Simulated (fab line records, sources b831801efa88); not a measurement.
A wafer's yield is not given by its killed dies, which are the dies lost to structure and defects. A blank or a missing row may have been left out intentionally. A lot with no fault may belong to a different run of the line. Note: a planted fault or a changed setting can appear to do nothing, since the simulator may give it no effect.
Split-lot experiment -- flow sky130 -- 5 lots, 27 wafers read, on a route of 708 steps

ABOUT THE SPLIT
At SKY_METAL1_SPUTTER_00 (material Ti, target thk 15 nm, time 10 s), the setting timeS was moved away from the recipe's 10 s on 9 of the 27 wafers read, by -43.4% to +47.6%. All remaining wafers had this setting at the recipe value.

The reading is taken at the split's own step.

THE READING
Ti_of_METAL1_SPUTTER_00.thkNm (the simulator's own value, which no gauge read), in nm, at SKY_METAL1_SPUTTER_00 (material Ti, target thk 15 nm, time 10 s). No usual value for it is given in the file. Across the 18 wafers here that went through the recipe, the average is 14.845 nm and the standard deviation 0.23 nm.

wafer,"tool, chamber at the split","timeS as run, s",against the recipe,"Ti_of_METAL1_SPUTTER_00.thkNm, nm",against lot-mates on the recipe
L075.1,"pvdSputter-04, -",10,recipe,14.7,-
L075.2,"pvdSputter-04, -",10,recipe,14.53,-
L075.3,"pvdSputter-04, -",10,recipe,14.47,-
L075.4,"pvdSputter-04, -",10,recipe,14.9,-
L075.5,"pvdSputter-04, -",10,recipe,14.4,-
L075.6,"pvdSputter-04, -",10,recipe,14.75,-
L076.1,"pvdSputter-03, -",10,recipe,15.1,-
L076.4,"pvdSputter-03, -",10,recipe,15.21,-
L076.5,"pvdSputter-03, -",10,recipe,15.29,-
L079.1,"pvdSputter-02, -",7.233,-27.7%,10.52,-4.320
L079.2,"pvdSputter-02, -",7.233,-27.7%,10.8,-4.040
L079.3,"pvdSputter-02, -",7.233,-27.7%,10.53,-4.310
L079.4,"pvdSputter-02, -",10,recipe,14.68,-
L079.5,"pvdSputter-02, -",10,recipe,14.79,-
L079.6,"pvdSputter-02, -",10,recipe,15.05,-
L081.1,"pvdSputter-04, -",14.76,+47.6%,22,+7.140
L081.2,"pvdSputter-04, -",14.76,+47.6%,22,+7.140
L081.3,"pvdSputter-04, -",14.76,+47.6%,21.97,+7.110
L081.4,"pvdSputter-04, -",10,recipe,14.93,-
L081.5,"pvdSputter-04, -",10,recipe,14.88,-
L081.6,"pvdSputter-04, -",10,recipe,14.77,-
L083.1,"pvdSputter-02, -",10,recipe,14.9,-
L083.3,"pvdSputter-02, -",10,recipe,14.9,-
L083.2,"pvdSputter-02, -",5.662,-43.4%,8.388,-6.532
L083.4,"pvdSputter-02, -",5.662,-43.4%,8.662,-6.258
L083.5,"pvdSputter-02, -",5.662,-43.4%,8.777,-6.143
L083.6,"pvdSputter-02, -",10,recipe,14.96,-

FIT RESULTS
A straight line over all 27 wafers: Ti_of_METAL1_SPUTTER_00.thkNm changes by +0.148 nm for each +1% of timeS; r = +1.00; the points scatter about the line by 0.23 nm.
The same after taking each lot's own level away (the mean of its wafers on the recipe; 27 wafers): +0.149 nm for each +1%; r = +1.00; scatter 0.14 nm.
Per that fit: largest timeS move, reading shift of 7.1 nm.
Measured against the standard deviation above, the lots' own levels, which go from 14.6250 to 15.2000 nm, span 2.5 times it.
So the lot-to-lot level changes the slope little: the two slopes agree.
Check: +7.07 nm against its lot-mates is what the line predicts for one of the wafers moved furthest among these (+47.6%) when that wafer is left out of the fit. It came out at +7.14 nm against them.

ADDITIONAL SPLITS CARRIED BY THESE WAFERS
Other splits were also applied to these wafers ahead of the reading. Each is held against what the fit with the lots' levels taken away leaves over:
other split on the same wafers,wafers away from the commonest value,r with Ti_of_METAL1_SPUTTER_00.thkNm (lot level and that fit taken away)
SKY_SONOS_ONO_ETCH_15 timeS,9,+0.08
SKY_POLY_GATE_DEVELOP_12 developTimeS,6,+0.10
SKY_POLY_CUT_DEVELOP_07 developTimeS,6,-0.16
SKY_LI_CONTACT_SPUTTER_19 timeS,6,-0.18

FILE'S OWN FIT
Ti_of_METAL1_SPUTTER_00.thkNm changes by +0.149 nm for each +1% of timeS, r = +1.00.
